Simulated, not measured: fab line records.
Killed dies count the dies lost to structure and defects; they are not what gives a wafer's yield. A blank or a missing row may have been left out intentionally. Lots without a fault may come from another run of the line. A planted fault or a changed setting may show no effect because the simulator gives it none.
fab line records	flow sky130
record lots=11	wafers=33	last-day=50
route steps=708 shown GATE_OXIDE@201 POLY_GATE@205 LDD_HVP@286
lots that met no fault: from a run of the same line without faults
start-h: hours from the record's first day to the start of the lot's first wafer shown	wait-h: how many hours have passed since the lot's step before this one	" the same as in the row above	L1.1+2: a single row standing in for several wafers	- value missing, or start not given	* or withheld: withheld	< > ~ a bound
route shown NAME@n: a module of which the file shows steps, and the number in the route of the first	usual: the fault-free wafers' mean and standard deviation	same: alike in all rows	chamber/n: place in a boat	sites: each site's reading	_std_site: standard deviation across them	_edge_site: the outer-site mean with the inner-site mean subtracted	radius-mm: how far each site lies from the wafer's centre	mask NAME#n: copy n	behind: tool/chamber where the wafer was last shaped	hold: why the lot was held/for how many hours/how that ended	device: which transistor (n, p or np) failed to switch	end of line: tests of these same wafers at the route's end	for a step that has no rows: nothing shown but its recipe	killed: dies that structure and defects cost at the first sort, which is not the same as the wafer's yield	map: the dies of a wafer, with x for killed, . for not killed, _ for no die there
set.NAME: setting as actually run; set.NAME@STEP: the setting as run at that earlier step	model.NAME: the simulator's own value behind a step, which no gauge read
the route's steps for a sample of lots (tables are steps, rows are wafers)
services: a tool's chamber out of use, with start hour (start-h, from the record's first day; less than 0 if before it), hours out, and reason
## steps
# step SKY_GATE_OXIDE_TW_MEAS_14
# usual GATE_OXIDE_TW=224.6/1.9
lot.wafer	tool	chamber	start-h	wait-h	GATE_OXIDE_TW
L978.3	film-metro-02	-	311.02	0.1	224.3
L978.4	"	-	"	"	224.9
L978.5	"	-	"	"	225.7
L979.3	film-metro-04	-	314.87	0.1	226.1
L979.4	"	-	"	"	224.8
L979.6	"	-	"	"	226.1
L980.1	film-metro-01	-	322.69	0.1	227.2
L980.3	"	-	"	"	226.7
L980.6	"	-	"	"	225.8
L981.1	film-metro-04	-	344.84	0.1	226.7
L981.3	"	-	"	"	226.7
L981.5	"	-	"	"	225.5
L988.2	film-metro-04	-	397.76	0.1	224.8
L988.4	"	-	"	"	225.4
L988.5	"	-	"	"	224.7
L989.4	film-metro-02	-	400.42	0.1	221.2
L989.5	"	-	"	"	219.8
L989.6	"	-	"	"	220.1
L991.1	film-metro-04	-	419.44	0.1	224.9
L991.4	"	-	"	"	224.2
L991.6	"	-	"	"	223.7
L992.1	film-metro-04	-	435.23	0.1	225.3
L992.2	"	-	"	"	226.1
L992.3	"	-	"	"	224.5
L997.1	film-metro-04	-	467.78	0.1	224.5
L997.4	"	-	"	"	223.8
L997.5	"	-	"	"	224.0
L100.3	film-metro-01	-	500.01	0.1	225.5
L100.4	"	-	"	"	226.6
L100.6	"	-	"	"	227.0
L101.4	film-metro-04	-	510.57	0.1	225.5
L101.5	"	-	"	"	225.8
L101.6	"	-	"	"	226.3
# step SKY_POLY_GATE_THK_MEAS_01
# recipe reads=poly-Si_of_POLY_GATE_CVD_00
# usual POLY_GATE_CVD_00_THK=180.8/1.2
lot.wafer	tool	chamber	start-h	wait-h	POLY_GATE_CVD_00_THK[nm]
L978.3	film-metro-03	-	316.64	0.0	180.6
L978.4	"	-	"	"	181.1
L978.5	"	-	"	"	179.5
L979.3	film-metro-02	-	320.97	0.0	181.2
L979.4	"	-	"	"	181.8
L979.6	"	-	"	"	181.7
L980.1	film-metro-02	-	326.97	0.0	180.3
L980.3	"	-	"	"	181.4
L980.6	"	-	"	"	181.5
L981.1	film-metro-04	-	348.67	0.0	177.9
L981.3	"	-	"	"	179.1
L981.5	"	-	"	"	178.5
L988.2	film-metro-04	-	401.59	0.0	181.4
L988.4	"	-	"	"	180.2
L988.5	"	-	"	"	182.0
L989.4	film-metro-03	-	406.00	0.0	183.1
L989.5	"	-	"	"	181.6
L989.6	"	-	"	"	181.9
L991.1	film-metro-04	-	422.38	0.0	180.7
L991.4	"	-	"	"	180.1
L991.6	"	-	"	"	178.8
L992.1	film-metro-03	-	439.67	0.0	183.1
L992.2	"	-	"	"	183.1
L992.3	"	-	"	"	182.6
L997.1	film-metro-04	-	473.97	0.0	181.8
L997.4	"	-	"	"	180.9
L997.5	"	-	"	"	181.0
L100.3	film-metro-04	-	503.45	0.0	181.1
L100.4	"	-	"	"	180.4
L100.6	"	-	"	"	180.3
L101.4	film-metro-03	-	514.02	0.0	179.2
L101.5	"	-	"	"	180.0
L101.6	"	-	"	"	177.9
# step SKY_POLY_GATE_CD_MEAS_13
# recipe target-cd-nm=150
# usual cd-nm=149.7/1.3
lot.wafer	tool	chamber	start-h	wait-h	cd-nm
L978.3	cd-sem-01	-	373.93	-	151.8
L978.4	"	-	"	"	150.7
L978.5	"	-	"	"	150.6
L979.3	cd-sem-01	-	376.35	-	149.0
L979.4	"	-	"	"	149.8
L979.6	"	-	"	"	150.7
L980.1	cd-sem-01	-	384.71	-	146.4
L980.3	"	-	"	"	146.8
L980.6	"	-	"	"	145.2
L981.1	cd-sem-02	-	406.21	-	152.3
L981.3	"	-	"	"	150.7
L981.5	"	-	"	"	150.9
L988.2	cd-sem-02	-	466.79	-	151.6
L988.4	"	-	"	"	150.4
L988.5	"	-	"	"	150.2
L989.4	cd-sem-02	-	473.66	-	149.5
L989.5	"	-	"	"	149.6
L989.6	"	-	"	"	148.0
L991.1	cd-sem-01	-	485.25	-	149.7
L991.4	"	-	"	"	149.2
L991.6	"	-	"	"	149.8
L992.1	cd-sem-02	-	502.35	-	149.4
L992.2	"	-	"	"	148.9
L992.3	"	-	"	"	148.1
L997.1	cd-sem-01	-	536.44	-	149.9
L997.4	"	-	"	"	150.2
L997.5	"	-	"	"	149.7
L100.3	cd-sem-01	-	566.40	-	149.4
L100.4	"	-	"	"	147.4
L100.6	"	-	"	"	149.0
L101.4	cd-sem-02	-	577.00	-	149.9
L101.5	"	-	"	"	149.7
L101.6	"	-	"	"	149.3
# step SKY_LDD_HVP_IMPLANT_08
# recipe species=B	energy-kev=20	dose-cm2=1.7e+13	tilt-deg=17.9
# usual beam-energy-keV=20.001/0.0062	dose-ions-cm2=1.6995e+13/1.7e+10	faraday-current-uA=96.2/2.2
lot.wafer	tool	chamber	start-h	wait-h	beam-energy-keV	dose-ions-cm2	faraday-current-uA
L978.3	implanter-03	0	496.47	0.1	20.000	1.6977e+13	96.1
L978.4	"	0	"	"	19.991	1.6969e+13	95.6
L978.5	"	0	"	"	19.998	1.6965e+13	100.1
L979.3	implanter-03	0	500.49	0.1	19.987	1.7009e+13	97.7
L979.4	"	0	"	"	19.983	1.7015e+13	98.6
L979.6	"	0	"	"	19.995	1.7012e+13	99.1
L980.1	implanter-04	0	510.49	0.0	19.993	1.6978e+13	91.3
L980.3	"	0	"	"	19.995	1.6984e+13	100.1
L980.6	"	0	"	"	19.999	1.7025e+13	95.9
L981.1	implanter-03	0	532.98	0.0	20.007	1.7007e+13	94.1
L981.3	"	0	"	"	19.994	1.7013e+13	95.6
L981.5	"	0	"	"	19.999	1.6973e+13	89.6
L988.2	implanter-02	0	593.61	0.0	20.002	1.1405e+13	64.0
L988.4	"	0	"	"	20.004	1.1389e+13	67.8
L988.5	"	0	"	"	19.999	1.1368e+13	63.5
L989.4	implanter-02	0	600.22	0.1	19.999	1.1404e+13	63.9
L989.5	"	0	"	"	20.005	1.1421e+13	63.2
L989.6	"	0	"	"	20.003	1.1416e+13	64.3
L991.1	implanter-04	0	610.62	0.0	19.996	1.6995e+13	97.9
L991.4	"	0	"	"	20.004	1.6977e+13	95.9
L991.6	"	0	"	"	20.004	1.6982e+13	96.8
L992.1	implanter-03	0	626.49	0.0	20.007	1.6995e+13	98.1
L992.2	"	0	"	"	19.996	1.6994e+13	97.4
L992.3	"	0	"	"	20.004	1.6961e+13	98.4
L997.1	implanter-04	0	654.82	0.0	20.006	1.698e+13	96.3
L997.4	"	0	"	"	20.004	1.6962e+13	94.9
L997.5	"	0	"	"	19.990	1.6969e+13	97.4
L100.3	implanter-02	0	685.24	0.1	20.008	1.6983e+13	98.2
L100.4	"	0	"	"	20.004	1.7009e+13	96.8
L100.6	"	0	"	"	20.006	1.697e+13	96.6
L101.4	implanter-02	0	695.65	0.1	20.012	1.697e+13	95.1
L101.5	"	0	"	"	19.993	1.6995e+13	97.6
L101.6	"	0	"	"	19.995	1.6984e+13	96.2
# step SKY_LDD_HVP_TW_MEAS_10
# usual LDD_HVP_TW=458.6/2.4
lot.wafer	tool	chamber	start-h	wait-h	hold	LDD_HVP_TW
L978.3	film-metro-01	-	496.69	0.1	-	461.8
L978.4	"	-	"	"	-	462.8
L978.5	"	-	"	"	-	461.5
L979.3	film-metro-04	-	500.71	0.1	-	458.1
L979.4	"	-	"	"	-	459.4
L979.6	"	-	"	"	-	457.1
L980.1	film-metro-03	-	510.74	0.1	-	457.4
L980.3	"	-	"	"	-	458.7
L980.6	"	-	"	"	-	458.8
L981.1	film-metro-04	-	533.23	0.1	-	459.7
L981.3	"	-	"	"	-	458.5
L981.5	"	-	"	"	-	460.0
L988.2	film-metro-03	-	593.84	0.1	await-dispo/0.2h/release	404.5
L988.4	"	-	"	"	await-dispo/0.2h/release	405.9
L988.5	"	-	"	"	await-dispo/0.2h/release	405.2
L988.2	film-metro-03	-	594.07	0.2	-	405.3
L988.4	"	-	"	"	-	403.4
L988.5	"	-	"	"	-	402.8
L989.4	film-metro-01	-	600.42	0.1	await-dispo/0.2h/release	406.3
L989.5	"	-	"	"	await-dispo/0.2h/release	403.6
L989.6	"	-	"	"	await-dispo/0.2h/release	408.5
L989.4	film-metro-01	-	600.65	0.2	-	406.8
L989.5	"	-	"	"	-	403.7
L989.6	"	-	"	"	-	406.6
L991.1	film-metro-04	-	610.87	0.1	-	460.4
L991.4	"	-	"	"	-	459.7
L991.6	"	-	"	"	-	460.3
L992.1	film-metro-01	-	626.74	0.1	-	454.8
L992.2	"	-	"	"	-	458.6
L992.3	"	-	"	"	-	453.6
L997.1	film-metro-04	-	655.07	0.1	-	459.5
L997.4	"	-	"	"	-	460.0
L997.5	"	-	"	"	-	460.6
L100.3	film-metro-04	-	685.46	0.1	-	460.0
L100.4	"	-	"	"	-	461.5
L100.6	"	-	"	"	-	458.2
L101.4	film-metro-01	-	695.85	0.1	-	458.0
L101.5	"	-	"	"	-	459.8
L101.6	"	-	"	"	-	459.5
## services
tool	chamber	start-h	hours	kind
implanter-04	-	495.42	5.6	repair
implanter-04	-	591.74	7.8	pm
implanter-04	-	624.28	4.2	pm
implanter-04	-	646.66	6.2	pm
implanter-03	-	691.05	3.7	pm
## key
first-sign step=SKY_LDD_HVP_IMPLANT_08	reading=dose-ions-cm2	direction=down	sigmas=99+	usual=*	struck=*
effect step=SKY_LDD_HVP_IMPLANT_08	reading=faraday-current-uA	direction=down	sigmas=15	usual=96.2	struck=64.5
effect step=SKY_LDD_HVP_TW_MEAS_10	reading=visit	direction=added
effect step=SKY_LDD_HVP_TW_MEAS_10	reading=LDD_HVP_TW	direction=down	sigmas=22	usual=458.6	struck=405.7
met-at SKY_LDD_HVP_IMPLANT_08
struck-lots L988,L989
tester-left-out L988,L989
not-acting-at SKY_GATE_OXIDE_TW_MEAS_14,SKY_POLY_GATE_THK_MEAS_01,SKY_POLY_GATE_CD_MEAS_13
fault kind=process-parameter-drift	tool=implanter-02	chamber=-	onset-h=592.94	steps=SKY_LDD_HVP_IMPLANT_08	channel=dose-cm2	offset=*	shape=step	end-h=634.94	acts-in=*	stated=*
# tester-left-out: of these lots the tester's yield and bins aren't shown, on N5 and GAA mostly nor the transistor test; their killed dies are dies lost to structure and defects alone, not to doping, threshold or leakage, so they don't give the yield
